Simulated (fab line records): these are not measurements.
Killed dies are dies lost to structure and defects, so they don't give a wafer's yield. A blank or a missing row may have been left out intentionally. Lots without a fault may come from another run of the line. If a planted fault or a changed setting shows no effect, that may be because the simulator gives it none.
A lot that was struck, set against a sound lot | flow gf180mcu | 43 steps out of a route of 602
Sound: these wafers, L356.1, L356.4, L356.5. Wafers L358.2, L358.4, L358.6 were the ones struck. The cause is given at the end.
At each step with rows: each side's tool, then ch and its chambers, then its first start. Under that, the readings that differ: sound wafers | struck wafers | difference of the means | sigmas: that difference in standard deviations of wafers without a fault.
alike: readings whose means differ by less than 2 such deviations, and words and numbers that are the same on both sides. not compared: withheld readings, readings that some wafer has no value for, bounds like >300 that may hide the same value, and numbers for which the record gives no deviation and whose values overlap.
A row with sigmas, a row that says differs or no value, or rows on one side alone: a step with any of these is where the two part. Numbers that have no deviation but don't overlap get no sigmas and don't part them. A reading missing from all wafers of one side parts the sides only when that side holds two or more wafers.

first, 1 step without rows for these wafers: GF_DNWELL_IMPLANT_07.
GF_DNWELL_STRIP_08: strips in O2/N2.
  sound on plasma asher-01 ch 0,1, day 3 03:49; struck on plasma asher-03 ch 0,1, day 3 15:40
  reading                     | sound          | struck         | difference | sigmas
  drypump motor current A (A) | 5.83 5.51 5.80 | 5.06 5.22 5.22 | -0.55      | -2
  alike: heater power w, o2 flow sccm, oes product au, strip time to endpoint s
  not compared: rf hours counter h
GF_DNWELL_TW_MEAS_09:
  sound on film metro-02, day 3 03:55; struck on film metro-03, day 3 15:46
  alike: DNWELL_TW
then, 7 steps without rows for these wafers: GF_NWELL_DEHYDRATE_00 (time 60 s); GF_NWELL_HMDS_01 (prime time 60 s); GF_NWELL_COAT_02 (resist thk 3000 nm); GF_NWELL_SOFTBAKE_03; GF_NWELL_EXPOSE_04 (exposes mask Nwell, target cd 860 nm); GF_NWELL_PEB_05; GF_NWELL_DEVELOP_06 (develop time 60 s).
GF_NWELL_OVL_MEAS_07:
  sound on overlay-01, day 3 16:50; struck on overlay-01, day 4 05:02
  alike: NWELL_OVL
following that, these wafers have no rows for 1 step: GF_NWELL_IMPLANT_08.
GF_NWELL_IMPLANT_09:
  sound on implanter-03 ch 0, day 3 17:02; struck on implanter-01, day 4 05:14
  no value came back on the struck wafers for beam energy keV, beam on s (s), end station pressure torr (Torr); on the sound wafers beam energy keV reads 160.08 160.02 160.03
GF_NWELL_STRIP_10: strips in O2/N2.
  sound on plasma asher-02 ch 0,1, day 3 17:11; struck on plasma asher-04 ch 0,1, day 4 05:22
  alike: drypump motor current A, heater power w, o2 flow sccm, oes product au, strip time to endpoint s
  not compared: rf hours counter h
GF_NWELL_TW_MEAS_11:
  sound on film metro-03, day 3 17:17; struck on film metro-01, day 4 05:28
  reading  | sound          | struck         | difference | sigmas
  NWELL_TW | 1566 1564 1558 | 1519 1513 1518 | -46        | -3
then, 7 steps without rows for these wafers: GF_LVPWELL_DEHYDRATE_00 (time 60 s); GF_LVPWELL_HMDS_01 (prime time 60 s); GF_LVPWELL_COAT_02 (resist thk 3000 nm); GF_LVPWELL_SOFTBAKE_03; GF_LVPWELL_EXPOSE_04 (exposes mask LVPWELL, target cd 600 nm); GF_LVPWELL_PEB_05; GF_LVPWELL_DEVELOP_06 (develop time 60 s).
GF_LVPWELL_OVL_MEAS_07:
  sound on overlay-01, day 4 06:43; struck on overlay-01, day 4 18:19
  alike: LVPWELL_OVL
then, 2 steps without rows for these wafers: GF_LVPWELL_IMPLANT_08; GF_LVPWELL_IMPLANT_09.
GF_LVPWELL_STRIP_10: strips in O2/N2.
  sound on plasma asher-03 ch 0,1, day 4 07:02; struck on plasma asher-03 ch 0,1, day 4 18:38
  reading                      | sound             | struck            | difference | sigmas
  strip time to endpoint s (s) | 37.10 37.15 37.09 | 36.87 36.95 36.83 | -0.23      | -2
  alike: drypump motor current A, heater power w, o2 flow sccm, oes product au
  not compared: rf hours counter h
GF_LVPWELL_TW_MEAS_11:
  sound on film metro-04, day 4 07:08; struck on film metro-04, day 4 18:45
  alike: LVPWELL_TW
then, 7 steps without rows for these wafers: GF_MVSD_DEHYDRATE_00 (time 60 s); GF_MVSD_HMDS_01 (prime time 60 s); GF_MVSD_COAT_02 (resist thk 3000 nm); GF_MVSD_SOFTBAKE_03; GF_MVSD_EXPOSE_04 (exposes mask MVSD, target cd 1000 nm); GF_MVSD_PEB_05; GF_MVSD_DEVELOP_06 (develop time 60 s).
GF_MVSD_OVL_MEAS_07:
  sound on overlay-01, day 4 21:31; struck on overlay-01, day 5 08:49
  alike: MVSD_OVL
then, 2 steps without rows for these wafers: GF_MVSD_IMPLANT_08; GF_MVSD_IMPLANT_09.
GF_MVSD_STRIP_10: strips in O2/N2.
  sound on plasma asher-03 ch 0,1, day 4 21:50; struck on plasma asher-04 ch 0,1, day 5 09:08
  reading                     | sound       | struck      | difference | sigmas
  drypump motor current A (A) | 5.0 5.2 5.1 | 5.4 6.6 6.6 | +1.1       | +2
  alike: heater power w, o2 flow sccm, oes product au, strip time to endpoint s
  not compared: rf hours counter h
GF_MVSD_TW_MEAS_11:
  sound on film metro-01, day 4 21:56; struck on film metro-03, day 5 09:15
  reading | sound          | struck         | difference | sigmas
  MVSD_TW | 1604 1602 1607 | 1555 1561 1555 | -47        | -3
then, 3 steps without rows for these wafers: GF_MVPSD_DEHYDRATE_00 (time 60 s); GF_MVPSD_HMDS_01 (prime time 60 s); GF_MVPSD_COAT_02 (resist thk 3000 nm).
-- the record jumps here: 3 days lie between the struck wafers' starts before and after --
GF_VT_IMPLANT_RS_MEAS_47: the measuring method here is four-point-probe.
  sound on film metro-03, day 7 22:47; struck on film metro-03, day 8 12:56
  reading           | sound             | struck | difference                    | sigmas
  NWELL_RS (ohm/sq) | 487.6 488.3 489.3 | - - -  | no value on the struck wafers |

## WHERE THEY PART
Earliest at GF_DNWELL_STRIP_08; latest, in this record, at GF_VT_IMPLANT_RS_MEAS_47.

WHY: what the simulator had put in
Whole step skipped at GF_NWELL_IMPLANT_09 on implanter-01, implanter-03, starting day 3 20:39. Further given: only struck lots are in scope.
